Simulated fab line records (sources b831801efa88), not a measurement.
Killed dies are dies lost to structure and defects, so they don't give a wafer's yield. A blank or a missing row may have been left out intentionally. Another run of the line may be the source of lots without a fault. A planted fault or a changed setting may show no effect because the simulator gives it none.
One fault through the eyes of 2 desks || flow gf180mcu || numbers are kept per desk, each desk with only its own; the story behind them comes last

AT THE TOOL OWNER'S DESK: rie_diel-03
The tool's own readings at GF_CONTACT_ETCH_16 (etches BARC in N2/H2): means of the sampled wafers that have a number, for each lot that ran on this tool. A lot is out of limits, marked OUT, if its mean lies more than 4 standard deviations from the usual mean; the brackets give that distance.
Columns: A = bias_w at GF_CONTACT_ETCH_16, usual 100.01 W; B = chamber_pressure_mTorr at GF_CONTACT_ETCH_16, usual 29.997 mTorr; C = drypump_motor_current_A at GF_CONTACT_ETCH_16, usual 5.8 A; D = oes_product_au at GF_CONTACT_ETCH_16, usual 0.855 a.u.; E = rf_fwd_power_W at GF_CONTACT_ETCH_16, usual 495.2 W; F = throttle_valve_pct at GF_CONTACT_ETCH_16, usual 13.225 %
{"lot": "L266", "first seen here": "day 18 04:41", "A": 99.94, "B": 29.980, "C": 5.8, "D": 0.851, "E": 496.5, "F": 13.209}
{"lot": "L268", "first seen here": "day 18 18:41", "A": 99.88, "B": 30.004, "C": 5.1, "D": 0.857, "E": 495.9, "F": 13.227}
{"lot": "L283", "first seen here": "day 23 20:17", "A": 99.90, "B": 29.987, "C": 5.9, "D": 0.854, "E": 492.7, "F": 13.226}
This desk found nothing out of limits on any of the 3 lots.

AT THE METROLOGY DESK
What the gauges read for every lot (on any tool): the sampled wafers with a number, averaged. A lot is out of limits, marked OUT, if its mean lies more than 4 standard deviations from the usual mean; the brackets give that distance.
Columns: A = CONTACT_OVL at GF_CONTACT_OVL_MEAS_15, usual -1 nm
{"lot": "L261", "first seen here": "day 16 01:44", "A": -3}
{"lot": "L263", "first seen here": "day 16 15:33", "A": -5}
{"lot": "L266", "first seen here": "day 18 04:38", "A": -1}
{"lot": "L268", "first seen here": "day 18 18:39", "A": -3}
{"lot": "L269", "first seen here": "day 19 05:08", "A": -3}
{"lot": "L272", "first seen here": "day 20 13:38", "A": 3}
{"lot": "L273", "first seen here": "day 20 22:03", "A": 2}
{"lot": "L279", "first seen here": "day 22 16:34", "A": -3}
{"lot": "L280", "first seen here": "day 22 22:56", "A": 0}
{"lot": "L282", "first seen here": "day 23 15:26", "A": -1}
{"lot": "L283", "first seen here": "day 23 20:16", "A": 0}
{"lot": "L284", "first seen here": "day 24 07:41", "A": 1}
This desk found nothing out of limits on any of the 12 lots.

ALL TOGETHER
Nothing out of limits was seen by the tool owner's desk.
Metrology desk: nothing out of limits seen.

WHAT THE SIMULATOR HAD INSERTED
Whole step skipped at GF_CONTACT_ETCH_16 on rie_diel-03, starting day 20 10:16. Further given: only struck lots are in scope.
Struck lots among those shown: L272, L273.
